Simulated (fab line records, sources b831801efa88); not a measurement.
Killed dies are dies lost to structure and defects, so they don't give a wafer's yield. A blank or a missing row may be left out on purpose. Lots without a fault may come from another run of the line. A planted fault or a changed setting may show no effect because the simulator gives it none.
Which tool did it? | flow gf180mcu | 14 lots, 42 wafers sampled, at 3 steps of a route of 602

WHAT THE GAUGES READ, wafer by wafer
GF_MVSD_TW_MEAS_11. Usual: MVSD_TW 1602, standard deviation 6.6.
lot  | measured    | on            | MVSD_TW        | flag
L209 | day 4 11:26 | film_metro-03 | 1606 1607 1601 |
L210 | day 4 18:01 | film_metro-03 | 1606 1608 1594 |
L218 | day 6 13:05 | film_metro-01 | 1607 1609 1600 |
L219 | day 6 20:46 | film_metro-01 | 1611 1607 1608 |
L220 | day 7 06:14 | film_metro-02 | 1601 1590 1600 |
L221 | day 7 09:50 | film_metro-03 | 1592 1600 1601 |
L222 | day 7 15:04 | film_metro-01 | 1597 1601 1595 |
L223 | day 7 19:47 | film_metro-03 | 1607 1598 1597 |
L224 | day 8 03:07 | film_metro-01 | 1595 1609 1606 |
L225 | day 8 08:13 | film_metro-03 | 1598 1609 1608 |
L228 | day 8 23:49 | film_metro-03 | 1606 1605 1609 |
L229 | day 9 08:37 | film_metro-02 | 1603 1599 1596 |
L230 | day 9 10:19 | film_metro-01 | 1594 1593 1597 |
L232 | day 9 23:47 | film_metro-01 | 1595 1593 1599 |

GF_VT_IMPLANT_TW_MEAS_43. Usual: VT_IMPLANT_4_TW 691, standard deviation 3.5.
lot  | measured     | on            | VT_IMPLANT_4_TW | flag
L209 | day 7 14:10  | film_metro-04 | 686 691 690     |
L210 | day 7 21:42  | film_metro-02 | 688 684 689     |
L218 | day 10 00:59 | film_metro-04 | 694 689 692     |
L219 | day 10 09:25 | film_metro-01 | 685 691 686     |
L220 | day 10 19:28 | film_metro-04 | 693 690 692     |
L221 | day 11 00:25 | film_metro-04 | 691 690 693     |
L222 | day 11 04:19 | film_metro-04 | 696 696 693     |
L223 | day 11 10:55 | film_metro-01 | 688 693 691     |
L224 | day 11 19:22 | film_metro-01 | 693 695 691     |
L225 | day 12 00:55 | film_metro-01 | 685 686 691     |
L228 | day 12 19:49 | film_metro-04 | 696 698 695     |
L229 | day 13 07:06 | film_metro-01 | 685 687 688     |
L230 | day 13 07:46 | film_metro-01 | 688 684 692     |
L232 | day 13 21:29 | film_metro-01 | 689 693 688     |

WHICH TOOL RAN EACH LOT (tool, then ch and the chambers of the sampled wafers, then the start)
lot  | GF_MVSD_STRIP_10
L209 | plasma_asher-01 ch 0,1, day 4 11:20
L210 | plasma_asher-03 ch 0,1, day 4 17:55
L218 | plasma_asher-03 ch 0,1, day 6 13:00
L219 | plasma_asher-03 ch 0,1, day 6 20:40
L220 | plasma_asher-01 ch 0,1, day 7 06:07
L221 | plasma_asher-01 ch 0,1, day 7 09:44
L222 | plasma_asher-01 ch 1, day 7 14:58
L223 | plasma_asher-04 ch 0, day 7 19:41
L224 | plasma_asher-01 ch 0,1, day 8 03:01
L225 | plasma_asher-04 ch 0,1, day 8 08:07
L228 | plasma_asher-04 ch 0,1, day 8 23:43
L229 | plasma_asher-01 ch 0,1, day 9 08:31
L230 | plasma_asher-04 ch 0,1, day 9 10:13
L232 | plasma_asher-03 ch 0,1, day 9 23:41
- GF_MVSD_STRIP_10: strips in O2/N2.

WHAT THE TOOLS THEMSELVES READ (means of the sampled wafers that have a number; where no wafer has one, the mark that the record gives instead)
GF_MVSD_STRIP_10. Usual: drypump_motor_current_A 5.6 A, standard deviation 0.33; heater_power_w 356 W, standard deviation 21; oes_product_au 0.723 a.u., standard deviation 0.0047; platen_temp_c 250.06 C, standard deviation 0.18; strip_time_to_endpoint_s 36.91 s, standard deviation 0.12.
lot  | tool            | drypump_motor_current_A (A) | heater_power_w (W) | oes_product_au (a.u.) | platen_temp_c (C) | strip_time_to_endpoint_s (s) | flag
L209 | plasma_asher-01 | 5.3                         | 341                | 0.723                 | 250.07            | 36.99                        |
L210 | plasma_asher-03 | 5.8                         | 366                | 0.728                 | 250.27            | 36.97                        |
L218 | plasma_asher-03 | 5.8                         | 362                | 0.712                 | 249.90            | 37.49                        | OFF
L219 | plasma_asher-03 | 5.7                         | 363                | 0.710                 | 250.19            | 37.51                        | OFF
L220 | plasma_asher-01 | 5.5                         | 332                | 0.721                 | 250.02            | 36.87                        |
L221 | plasma_asher-01 | 5.5                         | 334                | 0.723                 | 249.97            | 36.92                        |
L222 | plasma_asher-01 | 5.7                         | 333                | 0.723                 | 249.88            | 36.80                        |
L223 | plasma_asher-04 | 5.7                         | 410                | 0.721                 | 249.86            | 37.00                        |
L224 | plasma_asher-01 | 5.5                         | 341                | 0.720                 | 250.27            | 36.90                        |
L225 | plasma_asher-04 | 5.7                         | 391                | 0.721                 | 250.10            | 36.88                        |
L228 | plasma_asher-04 | 5.7                         | 393                | 0.722                 | 249.96            | 37.23                        |
L229 | plasma_asher-01 | 5.3                         | 339                | 0.720                 | 250.15            | 36.82                        |
L230 | plasma_asher-04 | 5.7                         | 393                | 0.720                 | 250.04            | 36.98                        |
L232 | plasma_asher-03 | 5.9                         | 361                | 0.725                 | 250.03            | 36.88                        |

THE ANSWER, worked out from the rows above alone
Rule: a lot is off if the mean of its wafers that have a number lies more than 3 standard deviations from the usual mean. A lot without any number at a reading at which 4 lots or more have one is off too. The other lots that the step has rows for count as sound. The gauges are gone through in route order, then the tools' own readings, and for those a lot's mean is taken as printed above. The first step at which some lot is off is used, and at that step the reading that is off furthest; a lot without a number counts as furthest.
Off: L218, L219, at GF_MVSD_STRIP_10 (strip_time_to_endpoint_s).
A tool fits if, at that step or a process step before it, it ran every lot that is off, and no sound lot after the first of them. None of those tried fits.

WHAT THE SIMULATOR HAD PUT IN
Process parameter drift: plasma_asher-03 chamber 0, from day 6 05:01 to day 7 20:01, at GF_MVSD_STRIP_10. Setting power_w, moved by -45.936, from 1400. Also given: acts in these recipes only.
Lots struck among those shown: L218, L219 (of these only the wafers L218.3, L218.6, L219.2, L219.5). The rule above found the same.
